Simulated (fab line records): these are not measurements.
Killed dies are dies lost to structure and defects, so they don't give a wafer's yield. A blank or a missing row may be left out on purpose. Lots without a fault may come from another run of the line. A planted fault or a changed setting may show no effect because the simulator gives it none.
Which tool is to blame?    flow sky130    21 wafers sampled from 7 lots at 1 step of a route of 708

WHAT THE GAUGES SHOWED, per wafer
SKY_CONTACT_THK_MEAS_01.
lot   measured      on             CONTACT_CVD_00_THK (nm)
L808  day 30 20:02  film-metro-02  74.1 75.4 74.4
L810  day 31 17:21  film-metro-01  75.4 75.4 76.5
L812  day 32 04:22  film-metro-03  76.4 74.9 77.2
L816  day 33 15:50  film-metro-02  74.6 76.4 76.6
L818  day 34 11:28  film-metro-03  73.9 73.8 74.8
L827  day 37 03:41  film-metro-03  76.1 75.8 75.9
L829  day 37 18:39  film-metro-01  74.7 73.5 74.1

WHICH TOOL RAN EACH LOT (tool, then ch and the chambers of the sampled wafers, then the start)
The record holds no process step before these readings.

THE ANSWER, worked out from the rows above alone
Rule: what is usual is taken from the lots themselves. The widest of any qualifying gaps counts: lots, ordered by their means at a reading, are off when they make up no more than a third of the lots, leave a main group of 4 or more, and stand apart from it by 3 or more times the standard deviation of that group's means. Not used: any main group whose means are identical at the precision the tables above print for the reading. Also off: a lot with no number at a reading for which 4 or more lots have one. All remaining lots with rows at the step are treated as sound.
No lot is off at any reading shown: from this, nothing can be told.

WHAT THE SIMULATOR HAD PUT IN
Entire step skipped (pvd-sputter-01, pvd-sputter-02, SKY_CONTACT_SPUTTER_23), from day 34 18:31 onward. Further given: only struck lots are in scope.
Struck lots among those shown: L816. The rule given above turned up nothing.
